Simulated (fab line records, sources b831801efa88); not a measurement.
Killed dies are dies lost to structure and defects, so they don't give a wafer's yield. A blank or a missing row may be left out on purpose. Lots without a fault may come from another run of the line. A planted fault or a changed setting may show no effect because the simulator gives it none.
fab line records | flow sky130
record lots=11 wafers=33 last_day=50
route steps=708 shown SONOS_ONO@183 GATE_OXIDE@200 SD_N@349 VIA1@470
lots that met no fault: from a run of the same line without faults
start_h: hours from the record's first day to the start of the lot's first wafer shown | wait_h: hours since the lot's step before | " the same as in the row above | L1.1+2: a row that stands for several wafers | - no value, or no start given | * or withheld: withheld | < > ~ a bound
route shown NAME@n: a module of which the file shows steps, and the number in the route of the first | usual: mean/standard deviation of fault-free wafers | same: alike in all rows | chamber/n: place in a boat | sites: the reading at each site | _std_site: their standard deviation | _edge_site: outer sites' mean less inner sites' | radius_mm: how far each site lies from the wafer's centre | mask NAME#n: copy n | behind: the tool/chamber that last shaped the wafer | hold: why the lot was held/for how many hours/how that ended | device: the transistor (n, p or np) that didn't switch | end of line: the same wafers' tests at the end of the route | a step without rows: its recipe alone | killed: dies lost to structure and defects at the first sort, not the wafer's yield | map: a wafer's dies, x killed, . not, _ none there
set.NAME: the setting as run; set.NAME@STEP: as run at that earlier step | model.NAME: the simulator's own value behind a step, which no gauge read
steps of the route over a sample of lots; a table a step, a row a wafer
services: from which hour (start_h, from the record's first day; less than 0 if before it) a tool's chamber was out of use, for how many hours, and why
## steps
# step SKY_SONOS_ONO_ETCH_15
# recipe target_depth_nm=19.52 chemistry=CHF3/O2 source_w=600 bias_w=200 pressure_mtorr=40 chf3_flow_sccm=50 O2_flow_sccm=5 time_s=7.8
# usual bias_w=199.9/0.65 drypump_motor_current_A=5.6/0.46 oes_product_au=1.004/0.014 rf_fwd_power_W=589/3.2 throttle_valve_pct=8.825/0.0093
# columns lot.wafer tool chamber start_h wait_h bias_w drypump_motor_current_A oes_product_au rf_fwd_power_W rf_hours_counter_h throttle_valve_pct
L474.2 rie_diel-02 3 305.89 0.0 200.2 5.2 1.003 593 24 8.806
L474.3 " 2 " " 200.2 5.5 1.008 584 7 8.821
L474.5 " 2 " " 199.1 5.5 1.011 587 - 8.824
L475.4 rie_diel-02 2 317.21 0.0 199.4 5.5 1.007 587 7 8.839
L475.5 " 2 " " 200.2 5.5 1.008 587 - 8.823
L475.6 " 3 " " 199.1 5.2 1.003 592 - 8.829
L478.1 rie_diel-03 2 324.47 0.0 199.8 5.4 1.020 590 8 8.823
L478.3 " 3 " " 200.1 5.9 0.998 589 1 8.814
L478.6 " 1 " " 201.0 5.0 0.986 591 - 8.830
L479.2 rie_diel-03 3 339.66 0.0 199.3 6.0 0.992 587 2 8.820
L479.5 " 1 " " 199.7 5.0 0.988 593 - 8.833
L479.6 " 2 " " 199.3 5.4 1.023 590 - 8.819
L480.1 rie_diel-03 1 342.27 0.0 200.4 5.0 0.994 589 1 8.818
L480.4 " 0 " " 199.1 5.2 0.994 594 4 8.817
L480.6 " 2 " " 200.6 5.4 1.029 591 - 8.819
L482.2 rie_diel-04 0 360.64 0.0 201.0 5.1 1.008 585 75 8.820
L482.3 " 3 " " 200.5 6.1 0.992 588 17 8.816
L482.5 " 3 " " 199.8 6.2 0.992 590 - 8.820
L485.1 rie_diel-03 2 377.74 0.0 199.2 5.5 1.027 595 9 8.834
L485.4 " 1 " " 200.6 5.0 0.989 592 1 8.823
L485.5 " 0 " " 199.2 5.3 0.980 593 - 8.815
L489.1 rie_diel-03 3 419.26 0.0 200.0 6.0 0.999 590 3 8.820
L489.3 " 2 " " 199.6 5.5 1.019 591 10 8.832
L489.6 " 0 " " 199.5 5.3 0.996 594 - 8.830
L490.1 rie_diel-02 2 421.39 0.0 200.0 5.5 1.010 586 8 8.833
L490.3 " 1 " " 200.3 5.2 1.011 590 99 8.827
L490.6 " 1 " " 199.9 5.3 1.011 589 - 8.828
L495.3 rie_diel-02 0 463.86 0.0 200.1 6.5 1.007 591 15 8.817
L495.4 " 3 " " 200.1 5.2 1.006 595 27 8.830
L495.5 " 0 " " 200.4 6.5 0.994 590 - 8.817
L494.2 rie_diel-04 1 464.16 0.0 199.7 5.7 0.997 587 59 8.819
L494.4 " 3 " " 200.1 6.2 0.988 593 - 8.821
L494.5 " 1 " " 199.3 5.7 1.008 588 - 8.851
# step SKY_SONOS_ONO_STRIP_17
# recipe chemistry=O2/N2 power_w=1400 pressure_mtorr=1500 platen_temp_c=withheld o2_flow_sccm=3000 n2_flow_sccm=300 overash_fraction=0.5
# usual drypump_motor_current_A=5.8/0.5 oes_product_au=0.710/0.0049 strip_time_to_endpoint_s=14.10/0.044
# columns lot.wafer tool chamber start_h wait_h drypump_motor_current_A oes_product_au rf_hours_counter_h strip_time_to_endpoint_s
L474.2 plasma_asher-01 0 305.99 0.0 6.4 0.712 61 14.04
L474.3 " 0 " " 6.4 0.704 - 14.05
L474.5 " 1 " " 5.6 0.709 - 14.05
L475.4 plasma_asher-01 1 317.35 0.0 5.6 0.703 - 14.12
L475.5 " 1 " " 5.6 0.706 - 14.11
L475.6 " 0 " " 6.4 0.712 - 14.14
L478.1 plasma_asher-04 0 324.59 0.0 5.7 0.712 50 14.06
L478.3 " 1 " " 6.0 0.706 - 14.07
L478.6 " 1 " " 6.0 0.705 - 14.12
L479.2 plasma_asher-03 0 339.77 0.0 4.9 0.711 22 14.06
L479.5 " 0 " " 4.9 0.714 - 14.02
L479.6 " 1 " " 6.3 0.705 - 14.04
L480.1 plasma_asher-04 0 342.39 0.0 5.7 0.716 51 14.14
L480.4 " 1 " " 6.0 0.714 - 14.14
L480.6 " 0 " " 5.8 0.704 - 14.15
L482.2 plasma_asher-03 1 360.74 0.0 6.3 0.708 24 14.11
L482.3 " 0 " " 4.9 0.718 - 14.14
L482.5 " 0 " " 4.9 0.701 - 14.15
L485.1 plasma_asher-04 0 377.84 0.0 5.8 0.716 55 14.14
L485.4 " 0 " " 5.8 0.712 - 14.17
L485.5 " 0 " " 5.8 0.713 - 14.16
L489.1 plasma_asher-01 1 419.37 0.0 5.6 0.715 73 13.96
L489.3 " 1 " " 5.7 0.713 - 14.05
L489.6 " 1 " " 5.6 0.715 - 14.07
L490.1 plasma_asher-04 1 421.49 0.0 6.0 0.700 59 14.05
L490.3 " 1 " " 6.0 0.710 - 14.04
L490.6 " 1 " " 6.0 0.711 - 14.05
L495.3 plasma_asher-04 1 464.01 0.0 6.0 0.713 - 14.18
L495.4 " 0 " " 5.7 0.711 - 14.12
L495.5 " 1 " " 6.0 0.710 - 14.13
L494.2 plasma_asher-01 0 464.27 0.0 6.4 0.702 77 14.09
L494.4 " 0 " " 6.4 0.712 - 14.05
L494.5 " 0 " " 6.4 0.700 - 14.00
# step SKY_GATE_OXIDE_STRIP_13
# recipe chemistry=O2/N2 power_w=1400 pressure_mtorr=1500 platen_temp_c=withheld o2_flow_sccm=3000 n2_flow_sccm=300 overash_fraction=0.5
# usual drypump_motor_current_A=5.8/0.36 oes_product_au=0.716/0.0049 strip_time_to_endpoint_s=14.18/0.035
# columns lot.wafer tool chamber start_h wait_h drypump_motor_current_A oes_product_au rf_hours_counter_h strip_time_to_endpoint_s
L474.2 plasma_asher-04 1 335.54 0.0 6.0 0.717 51 14.27
L474.3 " 0 " " 5.8 0.717 - 14.25
L474.5 " 1 " " 6.0 0.715 - 14.23
L475.4 plasma_asher-01 1 346.24 0.0 5.6 0.714 - 14.19
L475.5 " 0 " " 6.4 0.714 - 14.20
L475.6 " 1 " " 5.6 0.712 - 14.21
L478.1 plasma_asher-01 1 353.48 0.0 5.6 0.713 66 14.14
L478.3 " 0 " " 6.4 0.723 - 14.16
L478.6 " 0 " " 6.4 0.715 - 14.18
L479.2 plasma_asher-04 0 369.25 0.0 5.7 0.712 54 14.21
L479.5 " 0 " " 5.7 0.722 - 14.15
L479.6 " 1 " " 6.0 0.724 - 14.16
L480.1 plasma_asher-04 0 372.77 0.0 5.7 0.711 54 14.16
L480.4 " 1 " " 6.0 0.712 - 14.21
L480.6 " 1 " " 6.0 0.717 - 14.15
L482.2 plasma_asher-01 0 392.32 0.0 6.4 0.709 70 14.18
L482.3 " 1 " " 5.6 0.726 - 14.19
L482.5 " 0 " " 6.4 0.709 - 14.15
L485.1 plasma_asher-04 1 409.30 0.0 6.0 0.719 58 14.28
L485.4 " 1 " " 6.0 0.713 - 14.26
L485.5 " 0 " " 5.8 0.721 - 14.26
L490.1 plasma_asher-04 1 454.00 0.0 6.0 0.716 63 14.17
L490.3 " 1 " " 6.0 0.714 - 14.21
L490.6 " 0 " " 5.7 0.726 - 14.22
L489.1 plasma_asher-01 1 454.44 0.0 5.6 0.716 76 14.20
L489.3 " 1 " " 5.6 0.702 - 14.15
L489.6 " 1 " " 5.6 0.722 - 14.19
L494.2 plasma_asher-04 0 498.45 0.0 5.8 0.719 67 14.20
L494.4 " 0 " " 5.7 0.713 - 14.20
L494.5 " 1 " " 6.0 0.718 - 14.16
L495.3 plasma_asher-01 1 498.73 0.0 5.6 0.722 - 14.23
L495.4 " 0 " " 6.4 0.708 - 14.20
L495.5 " 1 " " 5.6 0.717 - 14.18
# step SKY_SD_N_CD_MEAS_07
# recipe target_cd_nm=380
# usual cd_nm=380.8/2.1
# columns lot.wafer tool chamber start_h wait_h cd_nm
L474.2 cd_sem-01 - 671.57 0.1 381.5
L474.3 " - " " 378.5
L474.5 " - " " 380.5
L475.4 cd_sem-02 - 685.52 0.1 380.5
L475.5 " - " " 381.6
L475.6 " - " " 382.1
L478.1 cd_sem-01 - 694.71 0.1 378.0
L478.3 " - " " 377.5
L478.6 " - " " 378.9
L479.2 cd_sem-01 - 705.68 0.1 380.8
L479.5 " - " " 382.7
L479.6 " - " " 381.8
L480.1 cd_sem-01 - 710.43 0.1 383.5
L480.4 " - " " 382.3
L480.6 " - " " 383.1
L482.2 cd_sem-01 - 729.08 0.1 378.1
L482.3 " - " " 380.4
L482.5 " - " " 374.4
L485.1 cd_sem-02 - 742.11 0.1 382.8
L485.4 " - " " 380.6
L485.5 " - " " 380.6
L490.1 cd_sem-02 - 781.01 0.1 381.8
L490.3 " - " " 381.1
L490.6 " - " " 381.7
L489.1 cd_sem-02 - 783.85 0.1 381.4
L489.3 " - " " 382.4
L489.6 " - " " 381.0
L494.2 cd_sem-01 - 818.27 0.1 381.5
L494.4 " - " " 378.1
L494.5 " - " " 377.9
L495.3 cd_sem-01 - 822.80 0.1 384.4
L495.4 " - " " 386.6
L495.5 " - " " 384.3
# step SKY_VIA1_CD_MEAS_12
# recipe target_cd_nm=150
# usual cd_nm=149.9/1.4
# columns lot.wafer tool chamber start_h wait_h cd_nm
L474.2 cd_sem-02 - 817.97 - 149.7
L474.3 " - " " 149.9
L474.5 " - " " 149.2
L475.4 cd_sem-01 - 829.11 - 150.3
L475.5 " - " " 149.0
L475.6 " - " " 150.5
L478.1 cd_sem-01 - 837.36 - 150.4
L478.3 " - " " 150.6
L478.6 " - " " 149.4
L479.2 cd_sem-01 - 848.07 - 149.3
L479.5 " - " " 150.6
L479.6 " - " " 149.5
L480.1 cd_sem-01 - 851.96 - 149.6
L480.4 " - " " 150.7
L480.6 " - " " 148.6
L482.2 cd_sem-02 - 870.31 - 150.8
L482.3 " - " " 150.7
L482.5 " - " " 150.0
L485.1 cd_sem-02 - 883.79 - 149.5
L485.4 " - " " 148.1
L485.5 " - " " 148.6
L490.1 cd_sem-01 - 919.09 - 150.5
L490.3 " - " " 150.6
L490.6 " - " " 150.7
L489.1 cd_sem-02 - 920.90 - 150.2
L489.3 " - " " 150.9
L489.6 " - " " 148.8
L494.2 cd_sem-01 - 955.91 - 149.5
L494.4 " - " " 151.7
L494.5 " - " " 148.1
L495.3 cd_sem-01 - 957.59 - 148.1
L495.4 " - " " 150.4
L495.5 " - " " 149.3
## services
# columns tool chamber start_h hours kind
plasma_asher-04 - 284.46 0.4 repair
plasma_asher-03 - 290.08 3.9 repair
rie_diel-03 1 291.81 - clean
rie_diel-03 1 291.81 24.3 scheduled_down
rie_diel-03 1 291.81 24.3 vent_cycle
plasma_asher-04 - 321.77 2.8 pm
rie_diel-02 - 323.01 2.8 pm
rie_diel-04 0 342.40 2.6 repair
rie_diel-03 - 344.79 14.6 pm
rie_diel-02 - 355.09 15.6 pm
rie_diel-03 - 372.11 0.4 repair
rie_diel-02 - 375.20 0.3 repair
rie_diel-02 2 379.16 8.3 repair
rie_diel-03 3 380.15 5.9 repair
rie_diel-02 1 381.12 9.3 repair
rie_diel-03 3 394.23 6.4 repair
rie_diel-02 2 413.55 3.9 repair
rie_diel-04 3 428.26 2.0 repair
rie_diel-02 0 430.79 5.7 repair
rie_diel-03 0 457.09 44.6 repair
rie_diel-03 1 457.36 15.0 repair
rie_diel-04 0 461.89 11.9 repair
rie_diel-03 2 489.26 5.8 repair
rie_diel-03 - 490.85 4.2 repair
## key
first_sign step=SKY_SONOS_ONO_STRIP_17 reading=strip_time_to_endpoint_s direction=down sigmas=3.2 usual=* struck=*
effect none on later readings
met_at SKY_SONOS_ONO_ETCH_15
struck_lots L489
struck_wafers L489.1
tester_left_out L489
not_acting_at SKY_GATE_OXIDE_STRIP_13,SKY_SD_N_CD_MEAS_07,SKY_VIA1_CD_MEAS_12
onset_between 339.66 419.26
fault kind=process_parameter_drift tool=rie_diel-03 chamber=3 onset_h=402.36 steps=SKY_SONOS_ONO_ETCH_15 channel=time_s offset=* shape=step end_h=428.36 acts_in=* stated=*
# tester_left_out: of these lots the tester's yield and bins aren't shown, on N5 and GAA mostly nor the transistor test; their killed dies are dies lost to structure and defects alone, not to doping, threshold or leakage, so they don't give the yield
